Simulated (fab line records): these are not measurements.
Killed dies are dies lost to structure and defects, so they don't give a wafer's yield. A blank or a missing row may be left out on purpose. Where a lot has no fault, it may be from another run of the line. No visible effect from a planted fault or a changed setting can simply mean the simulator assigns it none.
Split-lot study | flow sfq-line | 23 wafers read across 5 lots, on a route 325 steps long

ABOUT THE SPLIT
At SFQ_TRILAYER_JJ_CE_LITHO_COAT_114 (resist thk 600 nm), the setting resist-thk-nm was moved away from the recipe's 600 nm on 9 of the 23 wafers read, by -3.9% to +5.6%. The other wafers ran this setting at the recipe's value.

The split's own step is where the reading is taken.

THE READING
KrF_of_TRILAYER_JJ_CE_LITHO_COAT_114.thk-nm (the simulator's own value, which no gauge read), in nm, at SFQ_TRILAYER_JJ_CE_LITHO_COAT_114 (resist thk 600 nm). The file gives no usual value for it. Across the 14 wafers here that went through the recipe, the average is 600.2 nm and the standard deviation 1.3 nm.

wafer  | tool, chamber at the split | resist-thk-nm as run, nm | against the recipe | KrF_of_TRILAYER_JJ_CE_LITHO_COAT_114.thk-nm, nm | against lot-mates on the recipe
L077.1 | litho-track-01, 0          | 600                      | recipe             | 603.3                                           | -
L077.2 | litho-track-01, 0          | 600                      | recipe             | 602.3                                           | -
L077.4 | litho-track-01, 0          | 633.5                    | +5.6%              | 635.9                                           | +33.8
L077.5 | litho-track-01, 0          | 600                      | recipe             | 600.7                                           | -
L077.6 | litho-track-01, 0          | 633.5                    | +5.6%              | 633.2                                           | +31.1
L079.1 | litho-track-03, 0          | 600                      | recipe             | 599.5                                           | -
L079.2 | litho-track-03, 0          | 600                      | recipe             | 599.4                                           | -
L079.3 | litho-track-03, 0          | 615.2                    | +2.5%              | 613.8                                           | +14.3
L079.4 | litho-track-03, 0          | 615.2                    | +2.5%              | 613.5                                           | +14.0
L079.6 | litho-track-03, 0          | 615.2                    | +2.5%              | 613.7                                           | +14.2
L080.1 | litho-track-04, 0          | 629.4                    | +4.9%              | 629.1                                           | +28.8
L080.2 | litho-track-04, 0          | 600                      | recipe             | 600.4                                           | -
L080.5 | litho-track-04, 0          | 600                      | recipe             | 600.4                                           | -
L080.3 | litho-track-04, 0          | 629.4                    | +4.9%              | 630.4                                           | +30.1
L080.4 | litho-track-04, 0          | 600                      | recipe             | 600.2                                           | -
L081.1 | litho-track-03, 0          | 600                      | recipe             | 597.7                                           | -
L081.4 | litho-track-03, 0          | 600                      | recipe             | 599.2                                           | -
L081.5 | litho-track-03, 0          | 600                      | recipe             | 600.5                                           | -
L085.2 | litho-track-04, 0          | 576.5                    | -3.9%              | 574.9                                           | -24.6
L085.3 | litho-track-04, 0          | 576.5                    | -3.9%              | 576.5                                           | -23.0
L085.4 | litho-track-04, 0          | 600                      | recipe             | 599.6                                           | -
L085.5 | litho-track-04, 0          | 600                      | recipe             | 600                                             | -
L085.6 | litho-track-04, 0          | 600                      | recipe             | 599                                             | -

THE FIT
A straight line over all 23 wafers: KrF_of_TRILAYER_JJ_CE_LITHO_COAT_114.thk-nm changes by +6.08 nm for each +1% of resist-thk-nm; r = +1.00; the points scatter about the line by 1.4 nm.
The same after taking each lot's own level away (the mean of its wafers on the recipe; 23 wafers): +5.92 nm for each +1%; r = +1.00; scatter 0.89 nm.
That fit puts the effect of the largest move of resist-thk-nm on the reading at 33 nm.
From 599.13 to 602.10 nm: that is the span of the lots' own levels, equal to 2.2 times the standard deviation above.
Hence the lot-to-lot level has little effect on the slope; both slopes agree.
Check: +32.7 nm against its lot-mates is what the line predicts for one of the wafers moved furthest among these (+5.6%) when that wafer is left out of the fit. It came out at +33.8 nm against them.

THE OTHER SPLITS THESE WAFERS WENT THROUGH
Other splits were also applied to these wafers ahead of the reading. Each is held against what the fit with the lots' levels taken away leaves over:
other split on the same wafers                   | wafers away from the commonest value | r with KrF_of_TRILAYER_JJ_CE_LITHO_COAT_114.thk-nm (lot level and that fit taken away)
SFQ_TRILAYER_M2_LITHO_COAT_057 spin-rpm          | 4                                    | -0.07
SFQ_TRILAYER_M3_LITHO_COAT_080 spin-rpm          | 7                                    | +0.32
SFQ_TRILAYER_M4_DEP_SPUTTER_091 power-w          | 7                                    | +0.06
SFQ_TRILAYER_M4_LITHO_COAT_093 spin-rpm          | 11                                   | -0.26
SFQ_TRILAYER_M4_ETCH_METAL_ETCH_096 bias-w       | 10                                   | +0.12
SFQ_TRILAYER_JJ_TRILAYER_DEP_SPUTTER_110 power-w | 11                                   | +0.12

THE FILE'S OWN FIT
KrF_of_TRILAYER_JJ_CE_LITHO_COAT_114.thk-nm changes by +5.91 nm for each +1% of resist-thk-nm, r = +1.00.
